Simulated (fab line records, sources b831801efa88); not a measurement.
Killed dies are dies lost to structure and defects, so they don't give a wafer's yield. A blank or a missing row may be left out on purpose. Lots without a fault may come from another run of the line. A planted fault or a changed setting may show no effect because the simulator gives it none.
A sampling plan put to the test | flow sky130 | one fab line, 15 faults that these records tell of, each judged on the records of the lots that it struck
The plan is the line's own looks: the steps of the route at which a gauge or an inspection reads the wafer and doesn't change it. A look can be judged if struck wafers have a number there and the file gives its usual mean and standard deviation on fault-free wafers. Caught: at a look after the fault's first step, the mean of the struck wafers lies 4 or more of those standard deviations (sigma) from the usual mean. On the tool: the same test on the tool's own readings at the fault's steps. Another recipe on the struck wafers, or a record that is blank for them alone, also counts as caught.

THE FAULTS, as the simulator had put them in
1. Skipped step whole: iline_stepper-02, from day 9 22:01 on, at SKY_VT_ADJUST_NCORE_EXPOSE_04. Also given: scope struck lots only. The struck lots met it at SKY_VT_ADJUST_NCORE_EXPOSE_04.
2. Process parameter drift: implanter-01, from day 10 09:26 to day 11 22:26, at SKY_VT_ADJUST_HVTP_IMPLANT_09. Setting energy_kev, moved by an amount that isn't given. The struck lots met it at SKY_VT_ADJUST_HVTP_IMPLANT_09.
3. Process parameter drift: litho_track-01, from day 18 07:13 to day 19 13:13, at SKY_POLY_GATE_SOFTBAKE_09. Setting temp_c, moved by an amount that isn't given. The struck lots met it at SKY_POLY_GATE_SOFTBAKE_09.
4. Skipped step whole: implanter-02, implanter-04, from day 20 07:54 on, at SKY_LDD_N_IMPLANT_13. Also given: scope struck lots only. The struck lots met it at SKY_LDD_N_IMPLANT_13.
5. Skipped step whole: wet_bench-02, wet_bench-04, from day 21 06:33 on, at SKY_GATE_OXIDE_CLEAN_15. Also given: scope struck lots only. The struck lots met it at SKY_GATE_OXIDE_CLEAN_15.
6. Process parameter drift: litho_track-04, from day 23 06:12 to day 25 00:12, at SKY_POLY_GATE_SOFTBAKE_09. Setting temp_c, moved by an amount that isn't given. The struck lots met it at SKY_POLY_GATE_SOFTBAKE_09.
7. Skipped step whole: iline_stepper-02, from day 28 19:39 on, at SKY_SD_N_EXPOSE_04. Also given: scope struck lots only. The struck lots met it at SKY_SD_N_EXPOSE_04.
8. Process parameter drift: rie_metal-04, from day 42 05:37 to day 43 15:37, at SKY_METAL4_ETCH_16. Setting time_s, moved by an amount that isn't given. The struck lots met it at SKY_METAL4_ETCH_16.
9. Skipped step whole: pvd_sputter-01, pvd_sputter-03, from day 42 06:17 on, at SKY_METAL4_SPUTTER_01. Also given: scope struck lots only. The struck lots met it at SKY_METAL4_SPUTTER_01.
10. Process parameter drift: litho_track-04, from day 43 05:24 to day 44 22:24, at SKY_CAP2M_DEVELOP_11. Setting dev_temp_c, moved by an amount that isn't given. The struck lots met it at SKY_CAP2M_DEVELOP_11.
11. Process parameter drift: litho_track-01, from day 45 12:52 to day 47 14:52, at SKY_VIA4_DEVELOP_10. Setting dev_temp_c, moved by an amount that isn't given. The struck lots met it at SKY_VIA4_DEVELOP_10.
12. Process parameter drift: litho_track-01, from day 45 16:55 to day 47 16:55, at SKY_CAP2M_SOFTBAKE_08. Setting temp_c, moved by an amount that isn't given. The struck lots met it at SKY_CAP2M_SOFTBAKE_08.
13. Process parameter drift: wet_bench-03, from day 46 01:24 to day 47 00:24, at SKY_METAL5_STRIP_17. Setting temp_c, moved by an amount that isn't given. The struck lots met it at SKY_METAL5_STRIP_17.
14. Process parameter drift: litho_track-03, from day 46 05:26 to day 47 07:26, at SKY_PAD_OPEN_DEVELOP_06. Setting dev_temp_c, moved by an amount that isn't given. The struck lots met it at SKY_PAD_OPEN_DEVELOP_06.
15. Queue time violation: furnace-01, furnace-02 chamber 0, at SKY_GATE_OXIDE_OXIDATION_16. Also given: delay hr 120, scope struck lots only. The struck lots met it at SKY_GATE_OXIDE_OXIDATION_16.

WHAT THE PLAN SAW
fault | on the tool itself                               | first look that catches it                   | reading, sigma | median hours from its first step to that look | hours from the fault's start to the first struck lot there | judged looks passed uncaught
1     | no reading that can be judged                    | no look after it can be judged               | -              | -                                             | -                                                          | 0
2     | beam_energy_keV +99 or beyond sigma              | not the one look that can be judged after it | -              | -                                             | -                                                          | 1
3     | plate_temp_C -59 sigma                           | no look after it can be judged               | -              | -                                             | -                                                          | 0
4     | the tool's record is blank for the struck wafers | no look after it can be judged               | -              | -                                             | -                                                          | 0
5     | the tool's record is blank for the struck wafers | not the one look that can be judged after it | -              | -                                             | -                                                          | 1
6     | plate_temp_C +5.6 sigma                          | not the one look that can be judged after it | -              | -                                             | -                                                          | 1
7     | no reading that can be judged                    | not the one look that can be judged after it | -              | -                                             | -                                                          | 1
8     | run_length_s -9.9 sigma                          | not the one look that can be judged after it | -              | -                                             | -                                                          | 1
9     | the tool's record is blank for the struck wafers | no look after it can be judged               | -              | -                                             | -                                                          | 0
10    | developer_temp_C +18 sigma                       | no look after it can be judged               | -              | -                                             | -                                                          | 0
11    | developer_temp_C +21 sigma                       | no look after it can be judged               | -              | -                                             | -                                                          | 0
12    | heater_power_total_W -81 sigma                   | not the one look that can be judged after it | -              | -                                             | -                                                          | 1
13    | temp_c +23 sigma                                 | no look after it can be judged               | -              | -                                             | -                                                          | 0
14    | developer_temp_C +10 sigma                       | no look after it can be judged               | -              | -                                             | -                                                          | 0
15    | under 2 sigma                                    | no look after it can be judged               | -              | -                                             | -                                                          | 0
A dash: the fault isn't caught, or these records don't give the number.

Caught at a look: 0 of 15. Caught on the tool: 12 of 15. By one or the other: 12 of 15.
Caught on the tool alone: faults 2, 3, 4, 5, 6, 8, 9, 10, 11, 12, 13, 14.
Caught by neither: faults 1, 7, 15.
